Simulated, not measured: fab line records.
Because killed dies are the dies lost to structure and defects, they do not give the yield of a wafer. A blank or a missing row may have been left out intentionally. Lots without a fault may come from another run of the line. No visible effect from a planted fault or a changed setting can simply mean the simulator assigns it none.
fab line records + flow sky130
[record]
- lots = 11
- wafers = 33
- last-day = 50
route steps=708 shown VIA3@585 METAL4@600 CAP2M@604 PAD_OPEN@708
lots with no fault: from the same line, run without faults
start-h: hours from the record's opening day to when the first of the lot's shown wafers began + wait-h: time in hours since the lot's previous step + " the same as in the row above + L1.1+2: several wafers, shown together as one row + - value missing, or start not given + * or withheld: withheld + < > ~ a bound
route shown NAME@n: NAME is a module with steps in the file, n the number in the route of the first one + usual: average and standard deviation across the fault-free wafers + same: alike in all rows + chamber/n: place in a boat + sites: per-site readings + _std_site: how widely they spread, as a standard deviation + _edge_site: the outer-site mean with the inner-site mean subtracted + radius-mm: for every site, how far away it sits from the centre of the wafer + mask NAME#n: copy n + behind: the last tool/chamber to shape the wafer + hold: why the lot was held/for how many hours/how that ended + device: the transistor (n, p or np) that didn't switch + end of line: tests of these same wafers at the route's end + a step without rows: its recipe alone + killed: dies that structure and defects cost at the first sort, which is not the same as the wafer's yield + map: dies across one wafer; x = killed, . = not, _ = none there
set.NAME: the setting the step ran with; set.NAME@STEP: the setting that earlier step ran with + model.NAME: the simulator's own value behind a step, which no gauge read
one table for each step of the route and one row for each wafer, over a sample of lots
services: when a tool's chamber went out of use (start-h, in hours from the record's first day, below 0 if earlier), for how many hours, and the reason
[[steps]]
[step SKY_VIA3_CD_MEAS_12]
[recipe]
- target-cd-nm = 200
[usual]
- cd-nm = 200.4/1.5
| lot.wafer | tool      | chamber | start-h | wait-h | cd-nm |
|-----------|-----------|---------|---------|--------|-------|
| L397.1    | cd-sem-01 | -       | 926.22  | -      | 200.5 |
| L397.4    | "         | -       | "       | "      | 200.9 |
| L397.5    | "         | -       | "       | "      | 201.5 |
| L399.1    | cd-sem-01 | -       | 946.42  | -      | 199.3 |
| L399.3    | "         | -       | "       | "      | 198.4 |
| L399.6    | "         | -       | "       | "      | 199.4 |
| L402.1    | cd-sem-02 | -       | 967.22  | -      | 198.3 |
| L402.2    | "         | -       | "       | "      | 195.6 |
| L402.4    | "         | -       | "       | "      | 197.3 |
| L401.3    | cd-sem-02 | -       | 970.50  | -      | 200.8 |
| L401.4    | "         | -       | "       | "      | 200.4 |
| L401.5    | "         | -       | "       | "      | 200.6 |
| L403.1    | cd-sem-01 | -       | 979.06  | -      | 200.7 |
| L403.3    | "         | -       | "       | "      | 200.6 |
| L403.4    | "         | -       | "       | "      | 202.9 |
| L404.1    | cd-sem-02 | -       | 982.71  | -      | 199.1 |
| L404.4    | "         | -       | "       | "      | 198.1 |
| L404.6    | "         | -       | "       | "      | 198.3 |
| L405.2    | cd-sem-01 | -       | 987.19  | -      | 201.0 |
| L405.3    | "         | -       | "       | "      | 198.8 |
| L405.5    | "         | -       | "       | "      | 199.4 |
| L406.1    | cd-sem-01 | -       | 994.87  | -      | 201.4 |
| L406.3    | "         | -       | "       | "      | 201.7 |
| L406.5    | "         | -       | "       | "      | 199.7 |
| L410.1    | cd-sem-01 | -       | 1022.77 | -      | 199.2 |
| L410.3    | "         | -       | "       | "      | 198.9 |
| L410.6    | "         | -       | "       | "      | 199.1 |
| L418.2    | cd-sem-01 | -       | 1076.44 | -      | 204.3 |
| L418.3    | "         | -       | "       | "      | 202.6 |
| L418.6    | "         | -       | "       | "      | 202.7 |
| L419.1    | cd-sem-02 | -       | 1080.56 | -      | 199.4 |
| L419.3    | "         | -       | "       | "      | 200.0 |
| L419.6    | "         | -       | "       | "      | 200.9 |
[step SKY_VIA3_CVD_21]
[recipe]
- material = W
- target-thk-nm = 390
- time-s = 117.31
- temp-c = 400
- pressure-torr = 40
[usual]
- chamber-pressure-Torr = 40.02/0.078
- heater-power-w = 819/49
[same]
- time-s = 117.31
| lot.wafer | tool     | chamber | start-h | wait-h | chamber-pressure-Torr | heater-power-w |
|-----------|----------|---------|---------|--------|-----------------------|----------------|
| L397.1    | cvd-w-01 | 0       | 927.18  | 0.0    | 40.10                 | 770            |
| L397.4    | "        | 1       | "       | "      | 40.08                 | 776            |
| L397.5    | "        | 0       | "       | "      | 40.01                 | 766            |
| L399.1    | cvd-w-01 | 0       | 947.34  | 0.0    | 40.07                 | 760            |
| L399.3    | "        | 0       | "       | "      | 39.94                 | 752            |
| L399.6    | "        | 1       | "       | "      | 40.01                 | 785            |
| L402.1    | cvd-w-02 | 1       | 968.18  | 0.0    | 39.97                 | 903            |
| L402.2    | "        | 0       | "       | "      | 40.12                 | 832            |
| L402.4    | "        | 1       | "       | "      | 40.03                 | 867            |
| L401.3    | cvd-w-02 | 1       | 971.45  | 0.1    | 39.97                 | 892            |
| L401.4    | "        | 0       | "       | "      | 39.98                 | 858            |
| L401.5    | "        | 0       | "       | "      | 39.97                 | 850            |
| L403.1    | cvd-w-01 | 1       | 979.97  | 0.0    | 40.03                 | 775            |
| L403.3    | "        | 1       | "       | "      | 40.09                 | 801            |
| L403.4    | "        | 0       | "       | "      | 40.02                 | 799            |
| L404.1    | cvd-w-01 | 1       | 983.63  | 0.0    | 39.94                 | 769            |
| L404.4    | "        | 0       | "       | "      | 39.84                 | 775            |
| L404.6    | "        | 1       | "       | "      | 39.98                 | 793            |
| L405.2    | cvd-w-02 | 0       | 988.08  | 0.0    | 39.97                 | 845            |
| L405.3    | "        | 1       | "       | "      | 23.64                 | 894            |
| L405.5    | "        | 1       | "       | "      | 23.65                 | 888            |
| L406.1    | cvd-w-02 | 0       | 995.79  | 0.0    | 40.10                 | 844            |
| L406.3    | "        | 1       | "       | "      | 23.46                 | 890            |
| L406.5    | "        | 1       | "       | "      | 23.60                 | 883            |
| L410.1    | cvd-w-01 | 1       | 1023.68 | 0.0    | 40.05                 | 793            |
| L410.3    | "        | 1       | "       | "      | 39.97                 | 791            |
| L410.6    | "        | 0       | "       | "      | 39.96                 | 774            |
| L418.2    | cvd-w-01 | 1       | 1077.37 | 0.0    | 39.97                 | 793            |
| L418.3    | "        | 1       | "       | "      | 40.06                 | 784            |
| L418.6    | "        | 0       | "       | "      | 40.03                 | 779            |
| L419.1    | cvd-w-02 | 1       | 1081.48 | 0.0    | 39.95                 | 865            |
| L419.3    | "        | 1       | "       | "      | 39.87                 | 919            |
| L419.6    | "        | 1       | "       | "      | 39.95                 | 880            |
[step SKY_VIA3_RS_MEAS_22]
[recipe]
- thk-meas-gauge = four-point-probe
- reads = W_of_VIA3_CVD_21+TiN_of_VIA3_SPUTTER_20
[usual]
- VIA3_W_RS = 0.296/0.0033
| lot.wafer | tool          | chamber | start-h | wait-h | VIA3_W_RS[ohm/sq] |
|-----------|---------------|---------|---------|--------|-------------------|
| L397.1    | film-metro-04 | -       | 927.30  | 0.1    | 0.299             |
| L397.4    | "             | -       | "       | "      | 0.296             |
| L397.5    | "             | -       | "       | "      | 0.299             |
| L399.1    | film-metro-01 | -       | 947.47  | 0.1    | 0.294             |
| L399.3    | "             | -       | "       | "      | 0.294             |
| L399.6    | "             | -       | "       | "      | 0.291             |
| L402.1    | film-metro-03 | -       | 968.30  | 0.1    | 0.295             |
| L402.2    | "             | -       | "       | "      | 0.296             |
| L402.4    | "             | -       | "       | "      | 0.293             |
| L401.3    | film-metro-01 | -       | 971.57  | 0.1    | 0.290             |
| L401.4    | "             | -       | "       | "      | 0.296             |
| L401.5    | "             | -       | "       | "      | 0.294             |
| L403.1    | film-metro-01 | -       | 980.09  | 0.1    | 0.295             |
| L403.3    | "             | -       | "       | "      | 0.296             |
| L403.4    | "             | -       | "       | "      | 0.298             |
| L404.1    | film-metro-01 | -       | 983.75  | 0.1    | 0.296             |
| L404.4    | "             | -       | "       | "      | 0.297             |
| L404.6    | "             | -       | "       | "      | 0.295             |
| L405.2    | film-metro-03 | -       | 988.23  | 0.1    | 0.293             |
| L405.3    | "             | -       | "       | "      | 0.376             |
| L405.5    | "             | -       | "       | "      | 0.381             |
| L406.1    | film-metro-01 | -       | 995.91  | 0.1    | 0.294             |
| L406.3    | "             | -       | "       | "      | 0.372             |
| L406.5    | "             | -       | "       | "      | 0.376             |
| L410.1    | film-metro-04 | -       | 1023.81 | 0.1    | 0.297             |
| L410.3    | "             | -       | "       | "      | 0.298             |
| L410.6    | "             | -       | "       | "      | 0.295             |
| L418.2    | film-metro-01 | -       | 1077.51 | 0.1    | 0.296             |
| L418.3    | "             | -       | "       | "      | 0.294             |
| L418.6    | "             | -       | "       | "      | 0.295             |
| L419.1    | film-metro-04 | -       | 1081.60 | 0.1    | 0.291             |
| L419.3    | "             | -       | "       | "      | 0.291             |
| L419.6    | "             | -       | "       | "      | 0.291             |
[step SKY_VIA3_THK_MEAS_23]
[recipe]
- thk-meas-gauge = xrf
- reads = W_of_VIA3_CVD_21
[usual]
- VIA3_W_THK = 387/4.8
| lot.wafer | tool          | chamber | start-h | wait-h | VIA3_W_THK[nm] |
|-----------|---------------|---------|---------|--------|----------------|
| L397.1    | film-metro-04 | -       | 927.42  | 0.1    | 386            |
| L397.4    | "             | -       | "       | "      | 390            |
| L397.5    | "             | -       | "       | "      | 384            |
| L399.1    | film-metro-01 | -       | 947.59  | 0.1    | 392            |
| L399.3    | "             | -       | "       | "      | 390            |
| L399.6    | "             | -       | "       | "      | 395            |
| L402.1    | film-metro-03 | -       | 968.42  | 0.1    | 389            |
| L402.2    | "             | -       | "       | "      | 386            |
| L402.4    | "             | -       | "       | "      | 388            |
| L401.3    | film-metro-01 | -       | 971.67  | 0.1    | 394            |
| L401.4    | "             | -       | "       | "      | 388            |
| L401.5    | "             | -       | "       | "      | 391            |
| L403.1    | film-metro-01 | -       | 980.21  | 0.1    | 388            |
| L403.3    | "             | -       | "       | "      | 388            |
| L403.4    | "             | -       | "       | "      | 383            |
| L404.1    | film-metro-01 | -       | 983.87  | 0.1    | 386            |
| L404.4    | "             | -       | "       | "      | 386            |
| L404.6    | "             | -       | "       | "      | 390            |
| L405.2    | film-metro-03 | -       | 988.34  | 0.1    | 388            |
| L405.3    | "             | -       | "       | "      | 304            |
| L405.5    | "             | -       | "       | "      | 300            |
| L406.1    | film-metro-01 | -       | 996.03  | 0.1    | 386            |
| L406.3    | "             | -       | "       | "      | 306            |
| L406.5    | "             | -       | "       | "      | 302            |
| L410.1    | film-metro-04 | -       | 1023.93 | 0.1    | 390            |
| L410.3    | "             | -       | "       | "      | 387            |
| L410.6    | "             | -       | "       | "      | 388            |
| L418.2    | film-metro-01 | -       | 1077.62 | 0.1    | 389            |
| L418.3    | "             | -       | "       | "      | 392            |
| L418.6    | "             | -       | "       | "      | 390            |
| L419.1    | film-metro-04 | -       | 1081.72 | 0.1    | 394            |
| L419.3    | "             | -       | "       | "      | 395            |
| L419.6    | "             | -       | "       | "      | 393            |
[step SKY_VIA3_CMP_24]
[recipe]
- stop-on = SiO2
- t-overpolish-s = 20
- down-force-psi = 3.5
- platen-rpm = 60
- target-thk-nm = 0
- pad-velocity-m-s = 0.94248
[usual]
- motor-current-A = 11.2/0.92
- time-to-endpoint-s = 96/3.6
| lot.wafer | tool   | chamber | start-h | wait-h | motor-current-A | time-to-endpoint-s |
|-----------|--------|---------|---------|--------|-----------------|--------------------|
| L397.1    | cmp-01 | 0       | 927.53  | 0.1    | 11.1            | 94                 |
| L397.4    | "      | 1       | "       | "      | 10.4            | 101                |
| L397.5    | "      | 3       | "       | "      | 11.2            | 94                 |
| L399.3    | cmp-02 | 0       | 947.65  | 0.0    | 13.0            | 92                 |
| L399.1    | "      | 3       | "       | "      | 9.9             | 98                 |
| L399.6    | "      | 1       | "       | "      | 11.5            | 96                 |
| L402.4    | cmp-02 | 2       | 968.48  | 0.0    | 10.9            | 104                |
| L402.1    | "      | 3       | "       | "      | 10.2            | 100                |
| L402.2    | "      | 0       | "       | "      | 12.9            | 98                 |
| L401.3    | cmp-01 | 2       | 971.71  | 0.0    | 12.7            | 98                 |
| L401.4    | "      | 0       | "       | "      | 11.3            | 96                 |
| L401.5    | "      | 2       | "       | "      | 12.6            | 92                 |
| L403.1    | cmp-01 | 0       | 980.27  | 0.1    | 11.2            | 94                 |
| L403.3    | "      | 1       | "       | "      | 10.4            | 98                 |
| L403.4    | "      | 3       | "       | "      | 11.1            | 89                 |
| L404.1    | cmp-01 | 2       | 983.98  | 0.1    | 12.4            | 96                 |
| L404.4    | "      | 3       | "       | "      | 11.5            | 93                 |
| L404.6    | "      | 2       | "       | "      | 12.1            | 97                 |
| L405.2    | cmp-01 | 0       | 988.44  | 0.1    | 11.0            | 98                 |
| L405.3    | "      | 2       | "       | "      | 12.1            | 77                 |
| L405.5    | "      | 3       | "       | "      | 11.2            | 74                 |
| L406.3    | cmp-01 | 2       | 996.09  | 0.0    | 11.8            | 73                 |
| L406.1    | "      | 0       | "       | "      | 10.5            | 89                 |
| L406.5    | "      | 3       | "       | "      | 10.8            | 73                 |
| L410.1    | cmp-01 | 3       | 1023.99 | 0.1    | 10.8            | 96                 |
| L410.3    | "      | 0       | "       | "      | 11.8            | 101                |
| L410.6    | "      | 3       | "       | "      | 11.3            | 98                 |
| L418.3    | cmp-01 | 2       | 1077.77 | 0.1    | 12.3            | 92                 |
| L418.2    | "      | 3       | "       | "      | 11.0            | 90                 |
| L418.6    | "      | 1       | "       | "      | 11.6            | 99                 |
| L419.3    | cmp-01 | 1       | 1081.83 | 0.1    | 10.1            | 102                |
| L419.1    | "      | 3       | "       | "      | 11.1            | 97                 |
| L419.6    | "      | 0       | "       | "      | 11.1            | 98                 |
[step SKY_METAL4_SPUTTER_02]
[recipe]
- material = AlCu
- target-thk-nm = 735
- power-w = 10600
- time-s = 39.1
- chamber-pressure-pa = 0.4
[usual]
- throttle-valve-pct = 29.8/0.98
[same]
- time-s = 39.1
| lot.wafer | tool           | chamber | start-h | wait-h | throttle-valve-pct |
|-----------|----------------|---------|---------|--------|--------------------|
| L397.1    | pvd-sputter-01 | -       | 927.83  | 0.0    | 30.8               |
| L397.4    | "              | -       | "       | "      | 28.9               |
| L397.5    | "              | -       | "       | "      | 28.8               |
| L399.1    | pvd-sputter-01 | -       | 947.99  | 0.0    | 31.3               |
| L399.3    | "              | -       | "       | "      | 29.6               |
| L399.6    | "              | -       | "       | "      | 31.5               |
| L402.1    | pvd-sputter-03 | -       | 968.83  | 0.0    | 30.3               |
| L402.2    | "              | -       | "       | "      | 30.5               |
| L402.4    | "              | -       | "       | "      | 29.9               |
| L401.3    | pvd-sputter-03 | -       | 972.06  | 0.0    | 30.1               |
| L401.4    | "              | -       | "       | "      | 30.2               |
| L401.5    | "              | -       | "       | "      | 29.8               |
| L403.1    | pvd-sputter-03 | -       | 980.62  | 0.0    | 30.4               |
| L403.3    | "              | -       | "       | "      | 30.5               |
| L403.4    | "              | -       | "       | "      | 29.6               |
| L404.1    | pvd-sputter-03 | -       | 984.28  | 0.0    | 29.9               |
| L404.4    | "              | -       | "       | "      | 29.9               |
| L404.6    | "              | -       | "       | "      | 29.8               |
| L405.2    | pvd-sputter-01 | -       | 988.74  | 0.0    | 28.9               |
| L405.3    | "              | -       | "       | "      | 31.2               |
| L405.5    | "              | -       | "       | "      | 31.1               |
| L406.1    | pvd-sputter-04 | -       | 996.44  | 0.0    | 29.8               |
| L406.3    | "              | -       | "       | "      | 27.8               |
| L406.5    | "              | -       | "       | "      | 30.0               |
| L410.1    | pvd-sputter-01 | -       | 1024.34 | 0.0    | 29.0               |
| L410.3    | "              | -       | "       | "      | 31.1               |
| L410.6    | "              | -       | "       | "      | 29.1               |
| L418.2    | pvd-sputter-04 | -       | 1078.02 | 0.0    | 29.7               |
| L418.3    | "              | -       | "       | "      | 29.8               |
| L418.6    | "              | -       | "       | "      | 27.7               |
| L419.1    | pvd-sputter-04 | -       | 1082.13 | 0.0    | 29.8               |
| L419.3    | "              | -       | "       | "      | 27.8               |
| L419.6    | "              | -       | "       | "      | 29.7               |
[step SKY_CAP2M_THK_MEAS_01]
[recipe]
- reads = SiO2_of_CAP2M_CVD_00
[usual]
- CAP2M_CVD_00_THK = 15.40/0.25
| lot.wafer | tool          | chamber | start-h | wait-h | CAP2M_CVD_00_THK[nm] |
|-----------|---------------|---------|---------|--------|----------------------|
| L397.1    | film-metro-02 | -       | 927.96  | -      | 15.41                |
| L397.4    | "             | -       | "       | "      | 15.94                |
| L397.5    | "             | -       | "       | "      | 15.75                |
| L399.1    | film-metro-01 | -       | 948.12  | -      | 15.16                |
| L399.3    | "             | -       | "       | "      | 14.95                |
| L399.6    | "             | -       | "       | "      | 15.67                |
| L402.1    | film-metro-02 | -       | 968.97  | -      | 15.23                |
| L402.2    | "             | -       | "       | "      | 15.29                |
| L402.4    | "             | -       | "       | "      | 15.56                |
| L401.3    | film-metro-04 | -       | 972.22  | -      | 15.49                |
| L401.4    | "             | -       | "       | "      | 15.77                |
| L401.5    | "             | -       | "       | "      | 15.75                |
| L403.1    | film-metro-02 | -       | 980.75  | -      | 15.22                |
| L403.3    | "             | -       | "       | "      | 14.96                |
| L403.4    | "             | -       | "       | "      | 15.05                |
| L404.1    | film-metro-02 | -       | 984.40  | -      | 15.27                |
| L404.4    | "             | -       | "       | "      | 15.45                |
| L404.6    | "             | -       | "       | "      | 15.55                |
| L405.2    | film-metro-02 | -       | 988.87  | -      | 14.96                |
| L405.3    | "             | -       | "       | "      | 15.26                |
| L405.5    | "             | -       | "       | "      | 15.14                |
| L406.1    | film-metro-01 | -       | 996.57  | -      | 14.87                |
| L406.3    | "             | -       | "       | "      | 15.07                |
| L406.5    | "             | -       | "       | "      | 15.53                |
| L410.1    | film-metro-02 | -       | 1024.47 | -      | 15.43                |
| L410.3    | "             | -       | "       | "      | 15.29                |
| L410.6    | "             | -       | "       | "      | 15.20                |
| L418.2    | film-metro-01 | -       | 1078.15 | -      | 15.13                |
| L418.3    | "             | -       | "       | "      | 15.26                |
| L418.6    | "             | -       | "       | "      | 15.62                |
| L419.1    | film-metro-04 | -       | 1082.26 | -      | 15.22                |
| L419.3    | "             | -       | "       | "      | 15.17                |
| L419.6    | "             | -       | "       | "      | 15.34                |
[step SKY_PAD_OPEN_PROBE_99]
[usual]
- defect-limited-yield = 83.0/2
- killed_at_M0_to_M3 = 43/7.1
- killed_at_M4_up = 3.1/1.7
- killed-at-contacts = 23/5.1
- killed-at-front-end = 14/4.4
- killed-at-other = 0.3/0.47
- killed-dies = 84/9.9
- killed-open = 45/6.6
- killed-short = 38/6.8
- sort_bin_3_pad_short = 0.8/0.4
- sort_bin_5_function = 10.1/1.4
- sort_bin_6_memory = 6.1/1.2
- sort-n-pass = 408/9.9
- sort-yield-pct = 83.0/2
[same]
- gross-dies = 492
- killed-at-back-side = 0
- sort_bin_4_leakage[%] = 0
- sort_bin_8_speed[%] = 0
| lot.wafer | tool      | chamber | start-h | wait-h | defect-limited-yield[%] | killed_at_M0_to_M3 | killed_at_M4_up | killed-at-contacts | killed-at-front-end | killed-at-other | killed-dies | killed-open | killed-short | sort_bin_3_pad_short[%] | sort_bin_5_function[%] | sort_bin_6_memory[%] | sort-n-pass | sort-yield-pct[%] |
|-----------|-----------|---------|---------|--------|-------------------------|--------------------|-----------------|--------------------|---------------------|-----------------|-------------|-------------|--------------|-------------------------|------------------------|----------------------|-------------|-------------------|
| L419.1    | prober-01 | -       | 1198.20 | 0.1    | 76.2                    | 61                 | 6               | 27                 | 23                  | 0               | 117         | 63          | 54           | 1.6                     | 14.0                   | 8.1                  | 375         | 76.2              |
| L419.3    | prober-01 | -       | 1198.30 | 0.2    | 85.2                    | 41                 | 2               | 24                 | 6                   | 0               | 73          | 41          | 32           | 0.8                     | 8.9                    | 5.1                  | 419         | 85.2              |
| L419.6    | prober-01 | -       | 1198.45 | 0.2    | 80.1                    | 48                 | 4               | 33                 | 13                  | 0               | 98          | 54          | 44           | 0.8                     | 12.0                   | 7.1                  | 394         | 80.1              |
// killed by level:class
L419.1 VIA1:geometric-particle:open=11 CONTACT:geometric-particle:open=9 LI_CONTACT:geometric-particle:open=9 VIA3:geometric-particle:open=9 METAL2:geometric-particle:short=9 VIA1:geometric-particle:short=8 CONTACT:geometric-particle:short=8 VIA2:geometric-particle:open=7
L419.3 VIA3:geometric-particle:open=10 VIA1:geometric-particle:open=9 METAL1:geometric-particle:short=7 CONTACT:geometric-particle:short=6 CONTACT:geometric-particle:open=6 VIA2:geometric-particle:open=6 LI_CONTACT:geometric-particle:short=4 LI_CONTACT:geometric-particle:open=3
L419.6 CONTACT:geometric-particle:open=12 LI_CONTACT:geometric-particle:open=10 VIA1:geometric-particle:open=9 VIA1:geometric-particle:short=7 FIELD_ISO:geometric-particle:short=6 METAL2:geometric-particle:short=6 VIA3:geometric-particle:open=6 VIA2:geometric-particle:open=5
[[services]]
| tool           | chamber | start-h | hours | kind                   |
|----------------|---------|---------|-------|------------------------|
| cvd-w-02       | -       | 904.00  | 14.0  | pm                     |
| cvd-w-02       | 0       | 904.00  | 14.0  | vent-cycle             |
| cvd-w-02       | 1       | 904.00  | 14.0  | vent-cycle             |
| cmp-02         | -       | 912.02  | 4.0   | pm                     |
| cmp-02         | -       | 914.58  | 6.1   | repair                 |
| pvd-sputter-01 | -       | 917.96  | 1.3   | repair                 |
| cvd-w-02       | -       | 918.00  | 14.6  | pm                     |
| cvd-w-02       | 0       | 918.00  | -     | clean                  |
| cvd-w-02       | 1       | 918.00  | -     | clean                  |
| cmp-02         | -       | 926.61  | 0.6   | repair                 |
| cmp-02         | -       | 938.89  | 0.2   | repair                 |
| cvd-w-01       | 1       | 950.40  | 5.5   | repair                 |
| pvd-sputter-04 | -       | 955.68  | 3.5   | repair                 |
| pvd-sputter-01 | 1       | 969.49  | -     | consumable-replace:kit |
| pvd-sputter-01 | 1       | 969.49  | 18.0  | scheduled-down         |
| pvd-sputter-01 | 1       | 969.49  | 18.0  | vent-cycle             |
| cvd-w-02       | -       | 975.06  | 0.7   | repair                 |
| cvd-w-02       | -       | 977.69  | 1.2   | repair                 |
| cmp-02         | -       | 1009.53 | 1.1   | repair                 |
| cmp-02         | -       | 1009.97 | 4.2   | repair                 |
| pvd-sputter-03 | 1       | 1040.77 | -     | consumable-replace:kit |
| pvd-sputter-03 | 1       | 1040.77 | 18.0  | scheduled-down         |
| pvd-sputter-01 | -       | 1053.21 | 12.4  | repair                 |
| cmp-02         | -       | 1076.67 | 0.2   | repair                 |
[[key]]
[first-sign]
- step = SKY_VIA3_CVD_21
- reading = chamber-pressure-Torr
- direction = down
- sigmas = 99+
- usual = 40.02
- struck = 23.59
[effect]
- step = SKY_VIA3_RS_MEAS_22
- reading = VIA3_W_RS
- direction = up
- sigmas = 25
- usual = 0.296
- struck = 0.376
[effect]
- step = SKY_VIA3_THK_MEAS_23
- reading = VIA3_W_THK
- direction = down
- sigmas = 17
- usual = 387
- struck = 303
[effect]
- step = SKY_VIA3_CMP_24
- reading = time-to-endpoint-s
- direction = down
- sigmas = 5.9
- usual = *
- struck = *
met-at SKY_VIA3_CVD_21
struck-lots L405,L406
struck-wafers L405.3,L405.5,L406.3,L406.5
not-acting-at SKY_VIA3_CD_MEAS_12,SKY_METAL4_SPUTTER_02,SKY_CAP2M_THK_MEAS_01
onset-between 971.45 988.08
[fault]
- kind = process-parameter-drift
- tool = cvd-w-02
- chamber = 1
- onset-h = 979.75
- steps = SKY_VIA3_CVD_21
- channel = pressure-torr
- offset = -16.417
- shape = step
- end-h = 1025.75
- acts-in = these-recipes-only
- stated = 40
